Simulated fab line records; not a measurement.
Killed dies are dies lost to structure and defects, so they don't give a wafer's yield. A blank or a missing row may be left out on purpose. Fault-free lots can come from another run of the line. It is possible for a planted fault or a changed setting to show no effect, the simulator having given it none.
The tool behind it: which one?    flow gf180mcu    at 1 step of a route of 602, 14 lots with 42 wafers sampled

WHAT THE GAUGES READ, wafer by wafer
GF_CONTACT_OVL_MEAS_15.
lot   measured      on          CONTACT_OVL (nm)
L913  day 15 18:40  overlay-01  -5 -10 -14
L914  day 16 00:28  overlay-01  -6 -5 -7
L915  day 16 17:13  overlay-01  11 6 13
L916  day 16 21:37  overlay-01  4 -5 2
L917  day 17 13:20  overlay-01  2 -1 0
L919  day 18 04:23  overlay-02  -4 -8 7
L918  day 18 04:27  overlay-01  -6 1 0
L922  day 20 04:22  overlay-02  -5 -8 0
L926  day 21 02:49  overlay-02  -2 4 -3
L927  day 21 14:34  overlay-01  -13 -6 -5
L929  day 22 07:55  overlay-01  -10 -8 -6
L931  day 22 12:02  overlay-02  -8 2 3
L930  day 22 13:19  overlay-01  -1 -7 -7
L936  day 24 11:31  overlay-02  -7 -1 -5

EACH LOT AND THE TOOL THAT RAN IT (in order: tool; ch and the chambers of the sampled wafers; start)
The record shows no process step preceding these readings.

WHAT THE TOOLS THEMSELVES READ (means of the sampled wafers that have a number; where no wafer has one, the mark that the record gives instead)
The record holds no such reading with a usual standard deviation.

THE ANSWER, worked out from the rows above alone
Rule: the usual values come from the lots themselves. Put in order of their means at a reading, lots are off if they are a third of the lots or fewer, leave a main group of 4 or more, and stand apart from it by a gap of 3 or more times the standard deviation of the main group's means; of several such gaps the widest counts. Not used: any main group whose means are identical at the precision the tables above print for the reading. A lot without any number at a reading at which 4 lots or more have one is off too. Any other lot the step has rows for is counted as sound. After the gauges, taken in route order, come the tools' own readings; for these a lot's mean is taken, as printed above. The first step at which some lot is off is used, and at that step the reading that is off furthest; a lot without a number counts as furthest.
Nothing can be told from this: no lot is off at any reading shown.

WHAT THE SIMULATOR PUT IN
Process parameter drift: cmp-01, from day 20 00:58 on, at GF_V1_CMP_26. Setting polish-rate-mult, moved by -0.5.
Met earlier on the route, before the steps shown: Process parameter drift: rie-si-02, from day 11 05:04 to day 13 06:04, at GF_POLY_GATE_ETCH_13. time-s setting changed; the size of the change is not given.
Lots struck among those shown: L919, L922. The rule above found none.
